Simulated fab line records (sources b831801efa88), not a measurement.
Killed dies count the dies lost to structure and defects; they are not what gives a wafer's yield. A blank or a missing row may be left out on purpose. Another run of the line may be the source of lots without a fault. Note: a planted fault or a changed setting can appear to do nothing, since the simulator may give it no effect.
Which tool was responsible? / flow sky130 / Sampling: 24 lots, 72 wafers, 4 of 708 route steps

== WHAT EACH GAUGE READ, for each wafer ==
SKY_SONOS_TUNNEL_CD_MEAS_07: target cd 410 nm. Usual: cd-nm 410.1 nm, standard deviation 2.3.
lot=L074; measured=day 11 10:08; on=cd-sem-02; cd-nm (nm)=407.5 409.5 409.8; flag=
lot=L075; measured=day 11 10:47; on=cd-sem-02; cd-nm (nm)=411.0 409.7 409.4; flag=
lot=L076; measured=day 12 04:29; on=cd-sem-01; cd-nm (nm)=404.2 405.2 406.1; flag=
lot=L077; measured=day 12 06:37; on=cd-sem-02; cd-nm (nm)=410.7 412.6 413.2; flag=
lot=L078; measured=day 12 21:40; on=cd-sem-02; cd-nm (nm)=414.9 412.9 412.0; flag=
lot=L079; measured=day 13 13:24; on=cd-sem-02; cd-nm (nm)=408.1 410.3 411.5; flag=
lot=L080; measured=day 13 14:35; on=cd-sem-02; cd-nm (nm)=408.2 408.1 408.8; flag=
lot=L081; measured=day 13 22:26; on=cd-sem-01; cd-nm (nm)=411.8 412.8 414.6; flag=
lot=L082; measured=day 14 02:04; on=cd-sem-02; cd-nm (nm)=408.9 408.6 406.8; flag=
lot=L083; measured=day 14 05:38; on=cd-sem-02; cd-nm (nm)=411.6 411.0 409.2; flag=
lot=L084; measured=day 14 20:16; on=cd-sem-01; cd-nm (nm)=411.3 408.7 411.3; flag=
lot=L085; measured=day 15 03:32; on=cd-sem-01; cd-nm (nm)=409.3 409.9 409.4; flag=
lot=L086; measured=day 15 09:56; on=cd-sem-01; cd-nm (nm)=411.8 410.5 411.5; flag=
lot=L087; measured=day 15 20:53; on=cd-sem-01; cd-nm (nm)=411.3 407.4 406.5; flag=
lot=L089; measured=day 16 13:26; on=cd-sem-02; cd-nm (nm)=410.7 409.6 411.2; flag=
lot=L088; measured=day 16 14:16; on=cd-sem-01; cd-nm (nm)=416.8 414.3 414.0; flag=
lot=L090; measured=day 16 20:29; on=cd-sem-01; cd-nm (nm)=410.8 413.4 411.5; flag=
lot=L091; measured=day 17 03:41; on=cd-sem-02; cd-nm (nm)=410.0 407.7 406.1; flag=
lot=L092; measured=day 17 06:03; on=cd-sem-01; cd-nm (nm)=412.2 413.8 414.6; flag=
lot=L093; measured=day 17 20:53; on=cd-sem-02; cd-nm (nm)=412.0 410.5 413.2; flag=
lot=L094; measured=day 18 06:43; on=cd-sem-02; cd-nm (nm)=408.6 407.6 407.0; flag=
lot=L095; measured=day 18 07:05; on=cd-sem-01; cd-nm (nm)=409.1 408.1 408.6; flag=
lot=L096; measured=day 18 14:11; on=cd-sem-02; cd-nm (nm)=408.2 407.5 407.7; flag=
lot=L097; measured=day 19 05:31; on=cd-sem-02; cd-nm (nm)=407.0 408.0 408.6; flag=

SKY_LI_CONTACT_RS_MEAS_22: a four-point-probe measurement. Usual: LI_CONTACT_W_RS gives 0.2833 ohm/sq (standard deviation 0.0024).
lot=L074; measured=day 29 03:08; on=film-metro-01; LI_CONTACT_W_RS (ohm/sq)=0.2861 0.2848 0.2860; flag=
lot=L075; measured=day 29 01:55; on=film-metro-02; LI_CONTACT_W_RS (ohm/sq)=0.2825 0.2818 0.2830; flag=
lot=L076; measured=day 29 20:11; on=film-metro-02; LI_CONTACT_W_RS (ohm/sq)=0.2831 0.2850 0.2837; flag=
lot=L077; measured=day 29 23:30; on=film-metro-02; LI_CONTACT_W_RS (ohm/sq)=0.2829 0.2865 0.2862; flag=
lot=L078; measured=day 30 14:51; on=film-metro-02; LI_CONTACT_W_RS (ohm/sq)=0.2878 0.2912 0.2885; flag=
lot=L079; measured=day 31 16:41; on=film-metro-04; LI_CONTACT_W_RS (ohm/sq)=0.2777 0.2820 0.2800; flag=
lot=L080; measured=day 31 14:38; on=film-metro-04; LI_CONTACT_W_RS (ohm/sq)=0.2849 0.2842 0.2819; flag=
lot=L081; measured=day 31 20:31; on=film-metro-02; LI_CONTACT_W_RS (ohm/sq)=0.2828 0.2854 0.2839; flag=
lot=L082; measured=day 31 22:39; on=film-metro-02; LI_CONTACT_W_RS (ohm/sq)=0.2835 0.2804 0.2816; flag=
lot=L083; measured=day 32 05:14; on=film-metro-01; LI_CONTACT_W_RS (ohm/sq)=0.2788 0.2824 0.2812; flag=
lot=L084; measured=day 32 09:15; on=film-metro-04; LI_CONTACT_W_RS (ohm/sq)=0.2802 0.2802 0.2807; flag=
lot=L085; measured=day 33 03:16; on=film-metro-02; LI_CONTACT_W_RS (ohm/sq)=0.2851 0.2838 0.2868; flag=
lot=L086; measured=day 33 04:15; on=film-metro-01; LI_CONTACT_W_RS (ohm/sq)=0.2834 0.2825 0.2828; flag=
lot=L087; measured=day 33 18:27; on=film-metro-04; LI_CONTACT_W_RS (ohm/sq)=0.2852 0.2819 0.2843; flag=
lot=L089; measured=day 34 04:21; on=film-metro-01; LI_CONTACT_W_RS (ohm/sq)=0.2812 0.2848 0.2845; flag=
lot=L088; measured=day 34 01:50; on=film-metro-01; LI_CONTACT_W_RS (ohm/sq)=0.2824 0.2812 0.2793; flag=
lot=L090; measured=day 34 14:41; on=film-metro-01; LI_CONTACT_W_RS (ohm/sq)=0.2824 0.2835 0.2890; flag=
lot=L091; measured=day 34 16:29; on=film-metro-02; LI_CONTACT_W_RS (ohm/sq)=0.2809 0.2826 0.2819; flag=
lot=L092; measured=day 34 19:10; on=film-metro-02; LI_CONTACT_W_RS (ohm/sq)=0.2844 0.2858 0.2814; flag=
lot=L093; measured=day 35 09:50; on=film-metro-02; LI_CONTACT_W_RS (ohm/sq)=0.2836 0.2828 0.2832; flag=
lot=L094; measured=day 35 17:40; on=film-metro-01; LI_CONTACT_W_RS (ohm/sq)=0.2827 0.2834 0.2816; flag=
lot=L095; measured=day 35 18:58; on=film-metro-02; LI_CONTACT_W_RS (ohm/sq)=0.2828 0.2828 0.2848; flag=
lot=L096; measured=day 36 00:22; on=film-metro-02; LI_CONTACT_W_RS (ohm/sq)=0.2801 0.2843 0.2840; flag=
lot=L097; measured=day 36 10:43; on=film-metro-01; LI_CONTACT_W_RS (ohm/sq)=0.2823 0.2866 0.2818; flag=

SKY_LI_CONTACT_THK_MEAS_23: measures by xrf. Usual: LI_CONTACT_W_THK gives 389 nm (standard deviation 5.1).
lot=L074; measured=day 29 03:15; on=film-metro-01; LI_CONTACT_W_THK (nm)=387 388 388; flag=
lot=L075; measured=day 29 02:01; on=film-metro-02; LI_CONTACT_W_THK (nm)=390 388 390; flag=
lot=L076; measured=day 29 20:18; on=film-metro-02; LI_CONTACT_W_THK (nm)=389 383 389; flag=
lot=L077; measured=day 29 23:37; on=film-metro-02; LI_CONTACT_W_THK (nm)=386 383 387; flag=
lot=L078; measured=day 30 14:58; on=film-metro-02; LI_CONTACT_W_THK (nm)=384 380 381; flag=
lot=L079; measured=day 31 16:47; on=film-metro-04; LI_CONTACT_W_THK (nm)=391 388 388; flag=
lot=L080; measured=day 31 14:44; on=film-metro-04; LI_CONTACT_W_THK (nm)=382 382 386; flag=
lot=L081; measured=day 31 20:37; on=film-metro-02; LI_CONTACT_W_THK (nm)=389 386 389; flag=
lot=L082; measured=day 31 22:46; on=film-metro-02; LI_CONTACT_W_THK (nm)=390 394 391; flag=
lot=L083; measured=day 32 05:21; on=film-metro-01; LI_CONTACT_W_THK (nm)=401 393 394; flag=
lot=L084; measured=day 32 09:22; on=film-metro-04; LI_CONTACT_W_THK (nm)=384 383 383; flag=
lot=L085; measured=day 33 03:22; on=film-metro-02; LI_CONTACT_W_THK (nm)=389 390 385; flag=
lot=L086; measured=day 33 04:22; on=film-metro-01; LI_CONTACT_W_THK (nm)=390 390 390; flag=
lot=L087; measured=day 33 18:34; on=film-metro-04; LI_CONTACT_W_THK (nm)=378 382 380; flag=
lot=L089; measured=day 34 04:26; on=film-metro-01; LI_CONTACT_W_THK (nm)=390 387 388; flag=
lot=L088; measured=day 34 01:57; on=film-metro-01; LI_CONTACT_W_THK (nm)=391 393 393; flag=
lot=L090; measured=day 34 14:48; on=film-metro-01; LI_CONTACT_W_THK (nm)=392 389 380; flag=
lot=L091; measured=day 34 16:35; on=film-metro-02; LI_CONTACT_W_THK (nm)=397 396 397; flag=
lot=L092; measured=day 34 19:15; on=film-metro-02; LI_CONTACT_W_THK (nm)=394 390 397; flag=
lot=L093; measured=day 35 09:56; on=film-metro-02; LI_CONTACT_W_THK (nm)=389 388 392; flag=
lot=L094; measured=day 35 17:47; on=film-metro-01; LI_CONTACT_W_THK (nm)=399 395 399; flag=
lot=L095; measured=day 35 19:05; on=film-metro-02; LI_CONTACT_W_THK (nm)=390 392 389; flag=
lot=L096; measured=day 36 00:29; on=film-metro-02; LI_CONTACT_W_THK (nm)=392 388 389; flag=
lot=L097; measured=day 36 10:49; on=film-metro-01; LI_CONTACT_W_THK (nm)=390 384 391; flag=

SKY_CAPM_OVL_MEAS_12. Usual: CAPM_OVL gives 1.3 nm (standard deviation 1.3).
lot=L074; measured=day 37 04:09; on=overlay-02; CAPM_OVL (nm)=0.8 2.3 1.7; flag=
lot=L075; measured=day 37 02:58; on=overlay-02; CAPM_OVL (nm)=1.0 1.5 2.2; flag=
lot=L076; measured=day 37 21:00; on=overlay-02; CAPM_OVL (nm)=2.7 0.0 0.6; flag=
lot=L077; measured=day 38 01:51; on=overlay-02; CAPM_OVL (nm)=0.2 2.0 1.3; flag=
lot=L078; measured=day 38 18:46; on=overlay-01; CAPM_OVL (nm)=0.8 -0.3 1.1; flag=
lot=L079; measured=day 39 14:11; on=overlay-01; CAPM_OVL (nm)=2.4 2.3 2.1; flag=
lot=L080; measured=day 39 13:10; on=overlay-02; CAPM_OVL (nm)=2.4 2.5 0.3; flag=
lot=L081; measured=day 39 20:15; on=overlay-01; CAPM_OVL (nm)=-0.7 -1.0 0.9; flag=
lot=L082; measured=day 39 21:39; on=overlay-02; CAPM_OVL (nm)=-0.7 1.0 0.3; flag=
lot=L083; measured=day 40 03:46; on=overlay-02; CAPM_OVL (nm)=-0.4 -2.0 -1.5; flag=
lot=L084; measured=day 40 06:37; on=overlay-02; CAPM_OVL (nm)=-0.1 0.6 2.2; flag=
lot=L085; measured=day 40 23:25; on=overlay-01; CAPM_OVL (nm)=0.9 1.7 1.6; flag=
lot=L086; measured=day 41 04:03; on=overlay-02; CAPM_OVL (nm)=1.9 1.7 2.3; flag=
lot=L087; measured=day 41 12:19; on=overlay-01; CAPM_OVL (nm)=2.5 1.6 -0.8; flag=
lot=L089; measured=day 41 21:40; on=overlay-01; CAPM_OVL (nm)=-0.1 0.4 1.0; flag=
lot=L088; measured=day 41 20:07; on=overlay-02; CAPM_OVL (nm)=4.5 4.1 4.1; flag=
lot=L090; measured=day 42 10:14; on=overlay-02; CAPM_OVL (nm)=2.5 1.1 -0.1; flag=
lot=L091; measured=day 42 11:20; on=overlay-02; CAPM_OVL (nm)=3.1 2.1 4.1; flag=
lot=L092; measured=day 42 14:49; on=overlay-01; CAPM_OVL (nm)=1.9 2.1 2.2; flag=
lot=L093; measured=day 42 22:59; on=overlay-02; CAPM_OVL (nm)=2.1 2.7 2.7; flag=
lot=L094; measured=day 43 07:12; on=overlay-01; CAPM_OVL (nm)=0.9 0.4 -0.2; flag=
lot=L095; measured=day 43 10:06; on=overlay-02; CAPM_OVL (nm)=1.7 0.0 1.2; flag=
lot=L096; measured=day 43 12:49; on=overlay-02; CAPM_OVL (nm)=3.1 3.2 0.5; flag=
lot=L097; measured=day 43 20:01; on=overlay-02; CAPM_OVL (nm)=0.6 1.4 0.5; flag=

== WHAT TOOL EACH LOT RAN ON (gives the tool, then ch and the chambers of the sampled wafers, and finally the start) ==
The record shows no process step preceding these readings.

== WHAT THE TOOLS THEMSELVES READ (means of the sampled wafers that have a number; where no wafer has one, the mark that the record gives instead) ==
The record holds no such reading with a usual standard deviation.

== THE ANSWER, worked out from the rows above alone ==
Rule: take the mean of a lot's wafers that have a number; if it is more than 3 standard deviations from the usual mean, the lot is off. Also off: a lot with no number at a reading for which 4 or more lots have one. All remaining lots with rows at the step are treated as sound. The gauges are gone through in route order, then the tools' own readings, and for those a lot's mean is taken as printed above. At the first step where some lot is off, the reading lying furthest off is the one used; lots without a number count as furthest.
Nothing can be told from this: no lot is off at any reading shown.

== WHAT WAS PUT IN BY THE SIMULATOR ==
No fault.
